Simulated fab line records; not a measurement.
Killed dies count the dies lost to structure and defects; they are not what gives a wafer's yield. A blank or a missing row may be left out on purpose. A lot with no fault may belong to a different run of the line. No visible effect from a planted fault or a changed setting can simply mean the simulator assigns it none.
One fault through the eyes of 2 desks | flow sky130 | what lay behind the numbers comes last; until then each desk has only its own

== AT THE TOOL OWNER'S DESK: hdpcvd-01 ==
The tool's own readings at SKY_VIA4_HDPCVD_00 (deposits SiO2, target thk 1750 nm, time 291.7 s): means of the sampled wafers that have a number, for each lot that ran on this tool. Marked OUT: a lot whose mean sits more than 4 standard deviations from the usual mean, which makes it out of limits; the brackets give that distance.
Columns: A = pressure-mtorr at SKY_VIA4_HDPCVD_00, usual 6.000 mTorr
lot  | first seen here | A
L986 | day 41 12:28    | 5.998
L987 | day 41 17:55    | 6.007
L988 | day 42 02:53    | 5.993
L992 | day 44 06:58    | 6.007
L102 | day 46 03:40    | 5.998
This desk's verdict: no lot among the 5 shows anything out of limits.

== AT THE METROLOGY DESK ==
What the gauges read for every lot (on any tool): the sampled wafers with a number, averaged. Marked OUT: a lot whose mean sits more than 4 standard deviations from the usual mean, which makes it out of limits; the brackets give that distance.
Columns: A = CAPM_CVD_00_THK at SKY_CAPM_THK_MEAS_01, usual 15.49 nm; B = VIA4_HDPCVD_THK at SKY_VIA4_THK_MEAS_01, usual 1753 nm
lot  | first seen here | A     | B
L986 | day 36 00:59    | 15.52 | 1771
L987 | day 36 09:35    | 15.47 | 1757
L988 | day 36 16:23    | 15.78 | 1749
L991 | day 38 01:34    | 15.42 | 1744
L992 | day 39 01:32    | 15.35 | 1768
L994 | day 39 02:20    | 15.44 | 1756
L995 | day 39 08:22    | 15.51 | 1747
L102 | day 41 06:28    | 15.49 | 1970 (+14) OUT
L104 | day 42 01:38    | 15.37 | 1733
L105 | day 42 06:13    | 15.79 | 1754
L109 | day 42 23:59    | 15.63 | 1725
This desk reports L102 out of limits; the earliest was L102 at day 46 03:50 (VIA4_HDPCVD_THK at SKY_VIA4_THK_MEAS_01). L986, L987, L988, L991, L992, L994, L995, L104, L105, L109 stayed within limits.

== PUT TOGETHER ==
At day 46 03:50 the metrology desk could have sounded an alarm, on L102.
The tool owner's desk saw nothing out of limits.
Tool owner's desk: L102 on record, inside its limits.
Every lot named ran SKY_VIA4_HDPCVD_00 on hdpcvd-01.

== WHAT THE SIMULATOR HAD PUT IN ==
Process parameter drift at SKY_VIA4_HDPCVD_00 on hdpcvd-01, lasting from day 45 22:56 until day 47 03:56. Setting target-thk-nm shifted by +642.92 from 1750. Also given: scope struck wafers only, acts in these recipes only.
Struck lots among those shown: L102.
Hours from the fault's start to each desk's first reading out of limits: the metrology desk, 5.
